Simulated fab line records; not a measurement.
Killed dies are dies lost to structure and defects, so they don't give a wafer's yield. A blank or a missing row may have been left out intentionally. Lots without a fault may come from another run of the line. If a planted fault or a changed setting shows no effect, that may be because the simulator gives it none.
fab line records | flow sky130
[record] lots = 14 wafers = 42 lastDay = 50
route steps=708 shown SONOS_TUNNEL@160 PAD_OPEN@708
lots that met no fault: from a run of the same line without faults
startH: hours from the record's opening day to when the first of the lot's shown wafers began | waitH: how many hours have passed since the lot's step before this one | " as in the row above | L1.1+2: a single row standing in for several wafers | - no value present, or no start provided | * or withheld: withheld | < > ~ a bound
route shown NAME@n: a module of which the file shows steps, and the number in the route of the first | usual: mean and standard deviation over wafers with no fault | same: alike in all rows | chamber/n: place in a boat | sites: per-site readings | _std_site: the standard deviation of these | _edge_site: mean of outer sites minus mean of inner sites | radiusMm: how far each site lies from the wafer's centre | mask NAME#n: copy n | behind: the last tool/chamber to shape the wafer | hold: the reason the lot was held/the length of the hold in hours/how it ended | device: the transistor (n, p or np) that didn't switch | end of line: the route-end tests of the same wafers | where a step has no rows: the recipe by itself | killed: dies that structure and defects cost at the first sort, which is not the same as the wafer's yield | map: a wafer's dies, x killed, . not, _ none there
set.NAME: the setting as run; set.NAME@STEP: as run at that earlier step | model.NAME: the simulator's own value behind a step, which no gauge read
the route's steps for a sample of lots (tables are steps, rows are wafers)
services: when a tool's chamber went out of use (startH, in hours from the record's first day, below 0 if earlier), for how many hours, and the reason
[[steps]]
[step SKY_SONOS_TUNNEL_DEVELOP_06]
[recipe] resist = NOVOLAK developer = TMAH developTimeS = 60 devTempC = 23
[usual] developerTempC = 23.00/0.11 exhaustPa = 45.0/0.84
// columns lot.wafer tool chamber startH waitH developerTempC exhaustPa
L258.1 lithoTrack-03 0 250.66 0.1 22.84 45.0
L258.5 " 0 " " 22.91 44.1
L258.6 " 0 " " 22.92 44.5
L259.2 lithoTrack-02 0 254.21 0.1 22.98 44.3
L259.3 " 0 " " 23.04 44.8
L259.4 " 0 " " 22.82 45.6
L260.3 lithoTrack-04 0 265.63 0.1 22.93 45.9
L260.4 " 0 " " 23.09 44.4
L260.6 " 0 " " 23.07 45.6
L261.1 lithoTrack-04 0 280.38 0.1 23.03 46.5
L261.4 " 0 " " 22.92 44.8
L261.6 " 0 " " 23.05 45.6
L262.1 lithoTrack-03 0 280.41 0.1 23.02 46.4
L262.3 " 0 " " 23.01 44.8
L262.6 " 0 " " 23.08 45.8
L263.1 lithoTrack-03 0 282.26 0.1 23.03 44.4
L263.3 " 0 " " 23.04 43.6
L263.5 " 0 " " 22.94 43.3
L264.3 lithoTrack-04 0 292.83 0.1 22.98 45.2
L264.4 " 0 " " 23.06 45.1
L264.5 " 0 " " 22.99 45.8
L266.1 lithoTrack-03 0 311.51 0.1 22.97 44.4
L266.2 " 0 " " 23.02 45.7
L266.4 " 0 " " 22.99 45.0
L269.1 lithoTrack-02 0 335.69 0.1 23.87 44.0
L269.5 " 0 " " 24.04 45.8
L269.6 " 0 " " 23.91 46.8
L271.2 lithoTrack-04 0 348.90 0.1 22.93 44.8
L271.5 " 0 " " 23.02 44.1
L271.6 " 0 " " 22.83 43.8
L273.1 lithoTrack-02 0 363.74 0.1 23.90 44.5
L273.2 " 0 " " 23.97 45.3
L273.3 " 0 " " 24.11 44.8
L279.1 lithoTrack-03 0 408.16 0.1 23.03 44.2
L279.3 " 0 " " 22.85 45.6
L279.4 " 0 " " 22.95 46.7
L280.1 lithoTrack-03 0 418.60 0.1 22.80 46.0
L280.3 " 0 " " 22.93 45.3
L280.5 " 0 " " 22.75 45.1
L281.1 lithoTrack-04 0 427.78 0.1 22.99 45.9
L281.2 " 0 " " 22.80 45.1
L281.6 " 0 " " 22.93 45.8
[step SKY_PAD_OPEN_PROBE_99]
[usual] killed_at_M0_to_M3 = 43/7.5 killed_at_M4_up = 3.3/1.9 killedAtContacts = 24/4.6 killedAtFrontEnd = 16/4.9 killedAtOther = 0.2/0.46 killedDies = 87/9.1 killedOpen = 47/7.4 killedShort = 39/6.6
[same] grossDies = 492 killedAtBackSide = 0
// columns lot.wafer tool chamber startH waitH killed_at_M0_to_M3 killed_at_M4_up killedAtContacts killedAtFrontEnd killedAtOther killedDies killedOpen killedShort
L269.1 prober-01 - 1140.52 0.1 62 2 25 10 0 99 58 41
L269.5 prober-01 - 1140.72 0.2 39 5 21 15 0 80 36 44
L269.6 prober-01 - 1140.77 0.2 32 1 33 20 0 86 45 40
// killed by level:class
L269.1 VIA1:geometricParticle:open=11 CONTACT:geometricParticle:open=11 VIA3:geometricParticle:open=9 VIA2:geometricParticle:open=7 METAL1:geometricParticle:short=7 CONTACT:geometricParticle:short=6 VIA1:geometricParticle:short=5 VIA2:geometricParticle:short=5
L269.5 VIA1:geometricParticle:open=10 LI_CONTACT:geometricParticle:open=7 CONTACT:geometricParticle:short=7 VIA3:geometricParticle:open=6 METAL1:geometricParticle:short=5 VIA1:geometricParticle:short=5 FIELD_ISO:geometricParticle:short=4 METAL4:geometricParticle:short=4
L269.6 CONTACT:geometricParticle:open=12 LI_CONTACT:geometricParticle:open=10 VIA1:geometricParticle:open=9 CONTACT:geometricParticle:short=6 FIELD_ISO:geometricParticle:short=5 POLY_GATE:geometricParticle:short=4 METAL2:geometricParticle:short=4 VIA3:geometricParticle:short=4
[[services]]
// columns tool chamber startH hours kind
lithoTrack-02 - 416.88 - consumableReplace:filter
[[key]]
[firstSign] step = SKY_SONOS_TUNNEL_DEVELOP_06 reading = developerTempC direction = up sigmas = 8.8 usual = * struck = *
effect none on later readings
metAt SKY_SONOS_TUNNEL_DEVELOP_06
struckLots L269,L273
testerLeftOut L269,L273
[loopTrim] step = SKY_SONOS_TUNNEL_EXPOSE_04 setting = dose lots = L273
onsetBetween 254.21 335.69
[fault] kind = processParameterDrift tool = lithoTrack-02 chamber = - onsetH = 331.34 steps = SKY_SONOS_TUNNEL_DEVELOP_06 channel = devTempC offset = * shape = step endH = 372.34 actsIn = * stated = *
// testerLeftOut: of these lots the tester's yield and bins aren't shown, on N5 and GAA mostly nor the transistor test; their killed dies are dies lost to structure and defects alone, not to doping, threshold or leakage, so they don't give the yield
// loopTrim: a control loop set the setting to another value than it would have without faults
